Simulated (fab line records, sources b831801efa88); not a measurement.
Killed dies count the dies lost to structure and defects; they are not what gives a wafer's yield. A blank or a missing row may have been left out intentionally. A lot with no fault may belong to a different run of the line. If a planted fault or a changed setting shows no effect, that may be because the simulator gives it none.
fab line records | flow sky130
record: lots: 5 | wafers: 15 | last_day: 50
route steps=708 shown METAL3@561 VIA3@573 PAD_OPEN@708
lots untouched by any fault: they come from a run of this same line in which no faults occurred
start_h: start of the lot's first displayed wafer, in hours after the record's first day | wait_h: hours elapsed since this lot's preceding step | " unchanged from the row above | L1.1+2: one row covering several wafers at once | - no value, or no start given | * or withheld: withheld | < > ~ a bound
route shown NAME@n: names a module that has steps shown in the file, with the first one's number in the route | usual: the fault-free wafers' mean and standard deviation | same: alike in all rows | chamber/n: place in a boat | sites: per-site readings | _std_site: the standard deviation of these | _edge_site: inner sites' mean taken away from outer sites' mean | radius_mm: how far each site lies from the wafer's centre | mask NAME#n: copy n | behind: the most recent tool/chamber to have shaped the wafer | hold: the reason the lot was held/the length of the hold in hours/how it ended | device: which transistor (n, p or np) failed to switch | end of line: the same wafers' tests at the end of the route | where a step has no rows: the recipe by itself | killed: count of dies lost to structure and defects at first sort (not the wafer's yield) | map: dies across one wafer; x = killed, . = not, _ = none there
set.NAME: the setting the step ran with; set.NAME@STEP: the setting that earlier step ran with | model.NAME: the simulator's own value behind a step, which no gauge read
lots seen at some steps along the route; tables by step, rows by wafer
services: when a tool's chamber went out of use (start_h, in hours from the record's first day, below 0 if earlier), for how many hours, and the reason
== steps ==
step: SKY_METAL3_PEB_11
recipe: peb_temp_c: withheld | peb_time_s: withheld | resist: KrF-thick
step: SKY_METAL3_DEVELOP_12
recipe: develop_time_s: 60 | resist: KrF-thick | dev_temp_c: 21
step: SKY_METAL3_CD_MEAS_13
recipe: target_cd_nm: 300
usual: cd_nm: 300.4/1.4
lot.wafer | tool      | chamber | start_h | wait_h | cd_nm
L422.3    | cd_sem-01 | -       | 921.03  | -      | 300.4
L422.4    | "         | -       | "       | "      | 301.0
L422.6    | "         | -       | "       | "      | 299.6
L424.2    | cd_sem-01 | -       | 939.41  | -      | 304.2
L424.5    | "         | -       | "       | "      | 303.5
L424.6    | "         | -       | "       | "      | 302.3
L429.1    | cd_sem-02 | -       | 969.64  | -      | 300.5
L429.4    | "         | -       | "       | "      | 300.3
L429.6    | "         | -       | "       | "      | 300.7
L440.1    | cd_sem-02 | -       | 1047.49 | -      | 299.6
L440.3    | "         | -       | "       | "      | 299.9
L440.6    | "         | -       | "       | "      | 299.4
L441.1    | cd_sem-01 | -       | 1047.84 | -      | 301.6
L441.3    | "         | -       | "       | "      | 302.1
L441.6    | "         | -       | "       | "      | 300.1
step: SKY_METAL3_OVL_MEAS_14
usual: METAL3_OVL: 0/6.8
lot.wafer | tool       | chamber | start_h | wait_h | METAL3_OVL[nm]
L422.3    | overlay-02 | -       | 921.12  | 0.1    | -3
L422.4    | "          | -       | "       | "      | 1
L422.6    | "          | -       | "       | "      | -3
L424.2    | overlay-02 | -       | 939.51  | 0.1    | 4
L424.5    | "          | -       | "       | "      | -3
L424.6    | "          | -       | "       | "      | 3
L429.1    | overlay-02 | -       | 969.76  | 0.1    | -2
L429.4    | "          | -       | "       | "      | 4
L429.6    | "          | -       | "       | "      | 2
L440.1    | overlay-01 | -       | 1047.61 | 0.1    | -1
L440.3    | "          | -       | "       | "      | -3
L440.6    | "          | -       | "       | "      | -5
L441.1    | overlay-02 | -       | 1047.96 | 0.1    | -11
L441.3    | "          | -       | "       | "      | -17
L441.6    | "          | -       | "       | "      | -10
step: SKY_METAL3_DESCUM_15
recipe: chemistry: O2 | source_power_w: 150 | bias_power_w: 0 | pressure_mtorr: 10 | temp_c: 40 | time_s: 8
usual: drypump_motor_current_A: 5.7/0.52 | oes_product_au: 0.992/0.014
lot.wafer | tool         | chamber | start_h | wait_h | drypump_motor_current_A | oes_product_au | rf_hours_counter_h
L422.3    | rie_metal-03 | 1       | 921.15  | 0.0    | 4.8                     | 0.997          | -
L422.4    | "            | 0       | "       | "      | 6.1                     | 0.997          | -
L422.6    | "            | 1       | "       | "      | 4.8                     | 0.991          | -
L424.2    | rie_metal-03 | 0       | 939.54  | 0.0    | 6.0                     | 0.990          | 11
L424.5    | "            | 0       | "       | "      | 6.0                     | 0.992          | -
L424.6    | "            | 1       | "       | "      | 4.8                     | 0.977          | -
L429.1    | rie_metal-03 | 1       | 969.79  | 0.0    | 4.8                     | 0.982          | 15
L429.4    | "            | 0       | "       | "      | 6.0                     | 1.003          | -
L429.6    | "            | 1       | "       | "      | 4.8                     | 0.978          | -
L440.1    | rie_metal-03 | 0       | 1047.64 | 0.0    | 6.0                     | 1.005          | 18
L440.3    | "            | 0       | "       | "      | 6.0                     | 1.014          | -
L440.6    | "            | 0       | "       | "      | 6.0                     | 1.007          | -
L441.1    | rie_metal-01 | 1       | 1048.00 | 0.0    | 5.4                     | 1.007          | 10
L441.3    | "            | 1       | "       | "      | 5.4                     | 1.009          | -
L441.6    | "            | 1       | "       | "      | 5.4                     | 1.003          | -
step: SKY_METAL3_ETCH_16
recipe: chemistry: N2/H2 | target: BARC | ion_energy_ev: 200 | bias_w: 100 | pressure_mtorr: 30 | n2_flow_sccm: 100 | h2_flow_sccm: 200 | icp_w: 500 | stop_on: SiO2 | time_s: 88.2 | target_depth_a: 600
usual: drypump_motor_current_A: 5.7/0.52 | oes_product_au: 0.626/0.0049 | throttle_valve_pct: 13.205/0.009
lot.wafer | tool         | chamber | start_h | wait_h | drypump_motor_current_A | oes_product_au | rf_hours_counter_h | throttle_valve_pct
L422.3    | rie_metal-03 | 1       | 921.21  | 0.0    | 4.8                     | 0.620          | -                  | 13.195
L422.4    | "            | 0       | "       | "      | 6.0                     | 0.628          | -                  | 13.207
L422.6    | "            | 1       | "       | "      | 4.8                     | 0.624          | -                  | 13.200
L424.2    | rie_metal-03 | 0       | 939.58  | 0.0    | 6.0                     | 0.620          | 11                 | 13.210
L424.5    | "            | 0       | "       | "      | 6.0                     | 0.624          | -                  | 13.203
L424.6    | "            | 1       | "       | "      | 4.8                     | 0.629          | -                  | 13.197
L429.1    | rie_metal-03 | 1       | 969.83  | 0.0    | 4.9                     | 0.625          | 15                 | 13.200
L429.4    | "            | 0       | "       | "      | 6.0                     | 0.627          | -                  | 13.200
L429.6    | "            | 1       | "       | "      | 4.8                     | 0.626          | -                  | 13.214
L440.1    | rie_metal-03 | 0       | 1047.71 | 0.1    | 6.0                     | 0.625          | 18                 | 13.209
L440.3    | "            | 0       | "       | "      | 6.0                     | 0.628          | -                  | 13.209
L440.6    | "            | 0       | "       | "      | 6.0                     | 0.624          | -                  | 13.206
L441.1    | rie_metal-01 | 1       | 1048.03 | 0.0    | 5.5                     | 0.629          | 10                 | 13.210
L441.3    | "            | 1       | "       | "      | 5.4                     | 0.630          | -                  | 13.210
L441.6    | "            | 1       | "       | "      | 5.4                     | 0.629          | -                  | 13.195
step: SKY_METAL3_ETCH_17
recipe: target: SiO2 | stop_on: TiN | chemistry: C4F8/O2/Ar | source_w: 1500 | bias_w: 1200 | pressure_mtorr: 40 | c4f8_flow_sccm: withheld | O2_flow_sccm: 6 | Ar_flow_sccm: 300 | time_s: 3.9 | target_depth_a: 150
usual: oes_product_au: 0.754/0.009
lot.wafer | tool        | chamber | start_h | wait_h | oes_product_au | rf_hours_counter_h
L422.3    | rie_diel-02 | 3       | 921.27  | 0.0    | 0.753          | 4
L422.4    | "           | 1       | "       | "      | 0.747          | 6
L422.6    | "           | 1       | "       | "      | 0.756          | -
L424.2    | rie_diel-02 | 0       | 939.67  | 0.1    | 0.753          | 7
L424.5    | "           | 2       | "       | "      | 0.747          | -
L424.6    | "           | 1       | "       | "      | 0.769          | -
L429.1    | rie_diel-02 | 3       | 969.92  | 0.1    | 0.749          | 5
L429.4    | "           | 0       | "       | "      | 0.750          | 8
L429.6    | "           | 3       | "       | "      | 0.749          | -
L440.1    | rie_diel-01 | 1       | 1047.90 | 0.2    | 0.741          | 22
L440.3    | "           | 2       | "       | "      | 0.742          | 28
L440.6    | "           | 1       | "       | "      | 0.742          | -
L441.1    | rie_diel-02 | 3       | 1048.13 | 0.1    | 0.753          | 7
L441.3    | "           | 0       | "       | "      | 0.744          | 10
L441.6    | "           | 3       | "       | "      | 0.763          | -
step: SKY_METAL3_METAL_ETCH_18
recipe: target_depth_a: 8450 | stop_on: SiO2 | over_etch_frac: 0.3 | time_s: 183.1 | chemistry: Cl2/BCl3 | resist_sidewall_deg: 88 | pressure_mtorr: 10 | icp_w: 900 | bias_w: 48.5 | Cl2_flow_sccm: 60 | bcl3_flow_sccm: 30
usual: drypump_motor_current_A: 5.8/0.63 | oes_product_au: 0.863/0.0072 | throttle_valve_pct: 22.264/0.0093
lot.wafer | tool         | chamber | start_h | wait_h | drypump_motor_current_A | oes_product_au | rf_hours_counter_h | throttle_valve_pct
L422.3    | rie_metal-01 | 0       | 921.35  | 0.1    | 5.4                     | 0.865          | -                  | 22.250
L422.4    | "            | 1       | "       | "      | 5.4                     | 0.855          | -                  | 22.260
L422.6    | "            | 1       | "       | "      | 5.4                     | 0.854          | -                  | 22.271
L424.2    | rie_metal-04 | 1       | 939.69  | 0.0    | 6.2                     | 0.862          | 10                 | 22.265
L424.5    | "            | 1       | "       | "      | 6.2                     | 0.858          | -                  | 22.276
L424.6    | "            | 0       | "       | "      | 6.7                     | 0.868          | -                  | 22.265
L429.1    | rie_metal-04 | 0       | 969.94  | 0.0    | 6.7                     | 0.872          | 3                  | 22.262
L429.4    | "            | 0       | "       | "      | 6.7                     | 0.870          | -                  | 22.274
L429.6    | "            | 1       | "       | "      | 6.2                     | 0.871          | -                  | 22.255
L440.1    | rie_metal-04 | 0       | 1047.92 | 0.0    | 6.7                     | 0.865          | 8                  | 22.266
L440.3    | "            | 1       | "       | "      | 6.2                     | 0.867          | -                  | 22.261
L440.6    | "            | 0       | "       | "      | 6.7                     | 0.875          | -                  | 22.273
L441.1    | rie_metal-03 | 0       | 1048.14 | 0.0    | 6.0                     | 0.867          | 18                 | 22.274
L441.3    | "            | 0       | "       | "      | 6.0                     | 0.873          | -                  | 22.250
L441.6    | "            | 0       | "       | "      | 6.0                     | 0.863          | -                  | 22.253
step: SKY_METAL3_STRIP_19
recipe: chemistry: O2/N2 | power_w: 1400 | pressure_mtorr: 1500 | platen_temp_c: withheld | o2_flow_sccm: 3000 | n2_flow_sccm: 300 | overash_fraction: 0.5
usual: drypump_motor_current_A: 5.7/0.4 | oes_product_au: 0.505/0.006 | strip_time_to_endpoint_s: 6.60/0.097
lot.wafer | tool            | chamber | start_h | wait_h | drypump_motor_current_A | oes_product_au | rf_hours_counter_h | strip_time_to_endpoint_s
L422.3    | plasma_asher-03 | 0       | 921.50  | 0.1    | 5.7                     | 0.516          | -                  | 6.81
L422.4    | "               | 1       | "       | "      | 5.6                     | 0.499          | -                  | 6.46
L422.6    | "               | 0       | "       | "      | 5.7                     | 0.490          | -                  | 6.55
L424.2    | plasma_asher-03 | 0       | 939.87  | 0.1    | 5.7                     | 0.498          | 112                | 6.41
L424.5    | "               | 0       | "       | "      | 5.7                     | 0.498          | -                  | 6.48
L424.6    | "               | 1       | "       | "      | 5.6                     | 0.502          | -                  | 6.50
L429.1    | plasma_asher-02 | 1       | 970.12  | 0.1    | 5.1                     | 0.515          | 23                 | 6.64
L429.4    | "               | 1       | "       | "      | 5.1                     | 0.499          | -                  | 6.64
L429.6    | "               | 0       | "       | "      | 6.3                     | 0.506          | -                  | 6.53
L440.1    | plasma_asher-03 | 0       | 1048.10 | 0.1    | 5.7                     | 0.489          | 122                | 6.53
L440.3    | "               | 0       | "       | "      | 5.7                     | 0.500          | -                  | 6.57
L440.6    | "               | 1       | "       | "      | 5.6                     | 0.499          | -                  | 6.54
L441.1    | plasma_asher-02 | 0       | 1048.50 | 0.3    | 6.2                     | 0.504          | 31                 | 6.48
L441.3    | "               | 0       | "       | "      | 6.2                     | 0.505          | -                  | 6.50
L441.6    | "               | 0       | "       | "      | 6.2                     | 0.497          | -                  | 6.51
step: SKY_METAL3_STRIP_20
recipe: chemistry: post_etch_residue_remover | time_s: 1200 | temp_c: 72.5
step: SKY_METAL3_CLEAN_21
recipe: chemistry: IPA | time_s: 180 | temp_c: 25
step: SKY_METAL3_CLEAN_22
recipe: chemistry: O3/DIW | dry: n2_spin
step: SKY_VIA3_HDPCVD_00
recipe: material: SiO2 | target_thk_nm: 1635 | sigma_open_frac: 0.3 | time_s: 272.5 | temp_c: 400 | sih4_flow_sccm: 60 | pressure_mtorr: 6
usual: run_length_s: 300.4/0.44
lot.wafer | tool      | chamber | start_h | wait_h | run_length_s | model.SiO2_of_VIA3_HDPCVD_00.thk_nm
L422.3    | hdpcvd-01 | 0       | 922.08  | 0.0    | 301.4        | 1618
L422.4    | "         | 1       | "       | "      | 300.1        | 1616
L422.6    | "         | 0       | "       | "      | 300.7        | 1626
L424.2    | hdpcvd-02 | 0       | 940.46  | 0.0    | 300.3        | 1608
L424.5    | "         | 0       | "       | "      | 300.5        | 1631
L424.6    | "         | 2       | "       | "      | 300.4        | 1619
L429.1    | hdpcvd-01 | 2       | 970.72  | 0.0    | 234.8        | 1233
L429.4    | "         | 1       | "       | "      | 300.6        | 1622
L429.6    | "         | 0       | "       | "      | 235.6        | 1224
L440.1    | hdpcvd-02 | 0       | 1048.69 | 0.0    | 300.3        | 1664
L440.3    | "         | 2       | "       | "      | 301.1        | 1653
L440.6    | "         | 0       | "       | "      | 300.4        | 1678
L441.1    | hdpcvd-02 | 0       | 1049.50 | 0.0    | 300.8        | 1666
L441.3    | "         | 1       | "       | "      | 300.1        | 1682
L441.6    | "         | 1       | "       | "      | 300.1        | 1691
step: SKY_VIA3_THK_MEAS_01
recipe: reads: SiO2_of_VIA3_HDPCVD_00
usual: VIA3_HDPCVD_THK: 1633/20
lot.wafer | tool          | chamber | start_h | wait_h | VIA3_HDPCVD_THK[nm]
L422.3    | film_metro-02 | -       | 922.26  | 0.1    | 1617
L422.4    | "             | -       | "       | "      | 1616
L422.6    | "             | -       | "       | "      | 1626
L424.2    | film_metro-01 | -       | 940.64  | 0.1    | 1608
L424.5    | "             | -       | "       | "      | 1631
L424.6    | "             | -       | "       | "      | 1619
L429.1    | film_metro-03 | -       | 970.89  | 0.1    | 1234
L429.4    | "             | -       | "       | "      | 1623
L429.6    | "             | -       | "       | "      | 1223
L440.1    | film_metro-03 | -       | 1048.86 | 0.1    | 1664
L440.3    | "             | -       | "       | "      | 1652
L440.6    | "             | -       | "       | "      | 1678
L441.1    | film_metro-02 | -       | 1049.67 | 0.1    | 1666
L441.3    | "             | -       | "       | "      | 1682
L441.6    | "             | -       | "       | "      | 1691
step: SKY_VIA3_CMP_02
recipe: material: SiO2 | down_force_psi: 4 | platen_rpm: 60 | pad_velocity_m_s: 0.94248
step: SKY_PAD_OPEN_PROBE_99
usual: defect_limited_yield: 82.6/1.8 | killed_at_M0_to_M3: 43/6.5 | killed_at_M4_up: 3.1/1.8 | killed_at_contacts: 24/5.6 | killed_at_front_end: 15/4.2 | killed_at_other: 0.3/0.5 | killed_dies: 86/8.9 | killed_open: 47/6.9 | killed_short: 39/5.9
same: gross_dies: 492 | killed_at_back_side: 0
lot.wafer | tool      | chamber | start_h | wait_h | defect_limited_yield[%] | killed_at_M0_to_M3 | killed_at_M4_up | killed_at_contacts | killed_at_front_end | killed_at_other | killed_dies | killed_open | killed_short | model.etest.tester.sort_bin_3_pct | model.etest.met4_comb.leak_log10_a_um | model.etest.tester.sort_bin_8_pct | model.etest.tester.sort_bin_4_pct
L422.3    | prober-02 | -       | 1091.67 | 0.2    | 85.0                    | 41                 | 1               | 21                 | 10                  | 1               | 74          | 40          | 34           | 0                                 | -11.99                                | 0                                 | 0
L422.4    | prober-02 | -       | 1091.72 | 0.2    | 82.3                    | 47                 | 5               | 22                 | 13                  | 0               | 87          | 42          | 45           | 0.4065                            | -11.9                                 | 0                                 | 0
L422.6    | prober-02 | -       | 1091.82 | 0.2    | 84.6                    | 35                 | 4               | 25                 | 12                  | 0               | 76          | 38          | 38           | 1.423                             | -12.16                                | 0                                 | 0
L424.2    | prober-01 | -       | 1104.77 | 0.1    | 84.3                    | 40                 | 3               | 24                 | 9                   | 1               | 77          | 45          | 32           | 1.016                             | -11.84                                | 0                                 | 0
L424.5    | prober-01 | -       | 1104.92 | 0.2    | 85.2                    | 32                 | 2               | 23                 | 16                  | 0               | 73          | 47          | 26           | 0.4065                            | -12.05                                | 0                                 | 0
L424.6    | prober-01 | -       | 1104.97 | 0.2    | 83.5                    | 38                 | 2               | 25                 | 16                  | 0               | 81          | 41          | 40           | 0.4065                            | -11.98                                | 0                                 | 0
L429.1    | prober-02 | -       | 1129.39 | 0.1    | 84.6                    | 39                 | 1               | 19                 | 17                  | 0               | 76          | 42          | 34           | 4.065                             | -10.08                                | 4.347e-07                         | 0
L429.4    | prober-02 | -       | 1129.54 | 0.2    | 82.5                    | 42                 | 4               | 21                 | 19                  | 0               | 86          | 41          | 45           | 1.829                             | -11.94                                | 0                                 | 0
L429.6    | prober-02 | -       | 1129.64 | 0.2    | 82.5                    | 39                 | 7               | 23                 | 16                  | 1               | 86          | 45          | 41           | 3.251                             | -9.793                                | 6.319e-07                         | 9.028e-14
L440.1    | prober-01 | -       | 1189.41 | 0.1    | 82.3                    | 42                 | 4               | 30                 | 9                   | 2               | 87          | 56          | 31           | 1.016                             | -11.69                                | 0                                 | 0
L440.3    | prober-01 | -       | 1189.51 | 0.2    | 81.9                    | 42                 | 5               | 29                 | 13                  | 0               | 89          | 50          | 39           | 0.813                             | -11.91                                | 0                                 | 0
L440.6    | prober-01 | -       | 1189.66 | 0.2    | 82.3                    | 48                 | 3               | 17                 | 19                  | 0               | 87          | 50          | 37           | 0.4065                            | -11.95                                | 0                                 | 0
L441.1    | prober-02 | -       | 1190.41 | 0.1    | 81.1                    | 46                 | 1               | 35                 | 11                  | 0               | 93          | 51          | 42           | 0.813                             | -12.06                                | 0                                 | 0
L441.3    | prober-02 | -       | 1190.51 | 0.2    | 78.5                    | 52                 | 2               | 35                 | 16                  | 1               | 106         | 47          | 59           | 1.423                             | -12.03                                | 0                                 | 0
L441.6    | prober-02 | -       | 1190.66 | 0.2    | 81.9                    | 38                 | 1               | 32                 | 17                  | 1               | 89          | 52          | 37           | 0.813                             | -12.05                                | 0                                 | 0
killed by level:class
L422.3 VIA1:geometric_particle:open=10 CONTACT:geometric_particle:short=6 VIA3:geometric_particle:open=6 LI_CONTACT:geometric_particle:open=5 CONTACT:geometric_particle:open=5 METAL1:geometric_particle:short=5 METAL2:geometric_particle:short=5 VIA2:geometric_particle:open=5
L422.4 VIA1:geometric_particle:open=10 VIA2:geometric_particle:open=8 VIA1:geometric_particle:short=7 CONTACT:geometric_particle:open=6 LOCAL_INTERCONNECT:geometric_particle:short=6 POLY_GATE:geometric_particle:short=5 METAL2:geometric_particle:short=5 LI_CONTACT:geometric_particle:open=4
L422.6 LOCAL_INTERCONNECT:geometric_particle:short=8 CONTACT:geometric_particle:open=7 VIA1:geometric_particle:open=7 VIA1:geometric_particle:short=5 POLY_GATE:geometric_particle:open=4 LI_CONTACT:geometric_particle:open=4 METAL1:geometric_particle:short=4 VIA2:geometric_particle:open=4
L424.2 LI_CONTACT:geometric_particle:open=13 VIA1:geometric_particle:open=8 CONTACT:geometric_particle:open=6 VIA3:geometric_particle:open=6 VIA2:geometric_particle:short=5 METAL1:geometric_particle:short=4 LI_CONTACT:geometric_particle:short=3 METAL2:geometric_particle:short=3
L424.5 VIA3:geometric_particle:open=10 LI_CONTACT:geometric_particle:open=7 FIELD_ISO:geometric_particle:open=6 CONTACT:geometric_particle:open=6 VIA2:geometric_particle:open=6 LI_CONTACT:geometric_particle:short=4 METAL1:geometric_particle:short=4 VIA1:geometric_particle:open=4
L424.6 LI_CONTACT:geometric_particle:open=9 VIA1:geometric_particle:open=7 VIA2:geometric_particle:open=7 FIELD_ISO:geometric_particle:short=6 VIA3:geometric_particle:short=6 FIELD_ISO:geometric_particle:open=5 CONTACT:geometric_particle:open=5 METAL2:geometric_particle:short=4
L429.1 VIA1:geometric_particle:open=12 FIELD_ISO:geometric_particle:short=7 METAL2:geometric_particle:short=7 LI_CONTACT:geometric_particle:open=6 CONTACT:geometric_particle:open=6 VIA3:geometric_particle:open=6 POLY_GATE:geometric_particle:open=4 VIA3:geometric_particle:short=3
L429.4 METAL1:geometric_particle:short=9 CONTACT:geometric_particle:open=7 VIA1:geometric_particle:open=7 FIELD_ISO:geometric_particle:open=6 METAL2:geometric_particle:short=6 LI_CONTACT:geometric_particle:short=5 FIELD_ISO:geometric_particle:short=4 LOCAL_INTERCONNECT:geometric_particle:short=4
L429.6 CONTACT:geometric_particle:open=11 VIA3:geometric_particle:open=8 FIELD_ISO:geometric_particle:short=7 VIA1:geometric_particle:open=7 METAL2:geometric_particle:short=5 METAL4:geometric_particle:short=5 FIELD_ISO:geometric_particle:open=4 LI_CONTACT:geometric_particle:short=4
L440.1 CONTACT:geometric_particle:open=11 VIA1:geometric_particle:open=9 LI_CONTACT:geometric_particle:open=8 VIA2:geometric_particle:open=8 VIA3:geometric_particle:open=5 METAL2:geometric_particle:short=5 LOCAL_INTERCONNECT:geometric_particle:open=4 CONTACT:geometric_particle:short=4
L440.3 VIA1:geometric_particle:open=9 CONTACT:geometric_particle:open=9 VIA3:geometric_particle:open=9 LI_CONTACT:geometric_particle:open=8 POLY_GATE:geometric_particle:short=5 LOCAL_INTERCONNECT:geometric_particle:short=5 FIELD_ISO:geometric_particle:open=4 VIA2:geometric_particle:open=4
L440.6 VIA1:geometric_particle:open=11 POLY_GATE:geometric_particle:open=9 VIA2:geometric_particle:open=8 METAL2:geometric_particle:short=7 LI_CONTACT:geometric_particle:open=5 CONTACT:geometric_particle:open=5 VIA3:geometric_particle:open=5 POLY_GATE:geometric_particle:short=4
L441.1 CONTACT:geometric_particle:open=12 LI_CONTACT:geometric_particle:open=8 METAL2:geometric_particle:short=8 VIA1:geometric_particle:open=8 VIA2:geometric_particle:open=8 LOCAL_INTERCONNECT:geometric_particle:short=7 CONTACT:geometric_particle:short=6 VIA1:geometric_particle:short=5
L441.3 CONTACT:geometric_particle:open=14 METAL2:geometric_particle:short=9 VIA1:geometric_particle:short=9 LI_CONTACT:geometric_particle:open=8 CONTACT:geometric_particle:short=8 VIA1:geometric_particle:open=7 POLY_GATE:geometric_particle:short=7 VIA3:geometric_particle:open=5
L441.6 VIA1:geometric_particle:open=12 CONTACT:geometric_particle:open=11 LI_CONTACT:geometric_particle:open=10 CONTACT:geometric_particle:short=8 METAL2:geometric_particle:short=5 VIA2:geometric_particle:open=5 POLY_CUT:geometric_particle:open=4 VIA3:geometric_particle:open=4
== services ==
tool            | chamber | start_h | hours | kind
plasma_asher-03 | -       | 903.29  | 0.5   | repair
rie_diel-01     | -       | 907.19  | 4.3   | pm
plasma_asher-02 | -       | 908.50  | 3.0   | repair
rie_diel-02     | -       | 911.60  | 2.8   | pm
rie_metal-03    | 0       | 913.10  | 4.9   | repair
plasma_asher-03 | -       | 925.76  | 0.8   | repair
rie_diel-01     | 3       | 935.24  | 12.9  | repair
rie_diel-01     | -       | 937.72  | 0.6   | repair
hdpcvd-02       | -       | 950.25  | 15.0  | pm
hdpcvd-02       | 0       | 950.25  | 15.0  | vent_cycle
plasma_asher-03 | -       | 952.52  | 6.6   | repair
rie_metal-04    | -       | 954.57  | 1.4   | pm
plasma_asher-03 | -       | 960.43  | 3.4   | repair
hdpcvd-02       | 1       | 965.62  | 4.8   | repair
hdpcvd-01       | -       | 971.82  | 2.7   | repair
rie_diel-02     | 0       | 983.98  | 4.4   | repair
hdpcvd-02       | 2       | 987.51  | 2.3   | repair
hdpcvd-02       | -       | 991.52  | 0.7   | repair
rie_diel-01     | -       | 1019.02 | 2.1   | repair
rie_diel-01     | 1       | 1027.49 | 4.0   | repair
rie_metal-03    | 1       | 1034.54 | -     | clean
rie_metal-03    | 1       | 1034.54 | 17.9  | scheduled_down
rie_metal-03    | 1       | 1034.54 | 17.9  | vent_cycle
rie_diel-02     | 2       | 1042.54 | 4.2   | repair
== key ==
first_sign: step: SKY_VIA3_HDPCVD_00 | reading: run_length_s | direction: down | sigmas: 99+ | usual: * | struck: *
effect: step: SKY_VIA3_THK_MEAS_01 | reading: VIA3_HDPCVD_THK | direction: down | sigmas: 21 | usual: 1633 | struck: 1229
model_effect: step: SKY_VIA3_HDPCVD_00 | value: SiO2_of_VIA3_HDPCVD_00.thk_nm | without: 1620 | struck: 1228
model_effect: step: SKY_PAD_OPEN_PROBE_99 | value: etest.tester.sort_bin_3_pct | without: 0.6098 | struck: 3.658
met_at SKY_VIA3_HDPCVD_00
struck_wafers L429.1,L429.6
onset_between 922.08 970.72
fault: kind: process_parameter_drift | tool: hdpcvd-01 | chamber: - | onset_h: 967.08 | steps: SKY_VIA3_HDPCVD_00 | channel: time_s | offset: * | shape: step | end_h: 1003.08 | scope: struck_wafers_only | acts_in: * | stated: *
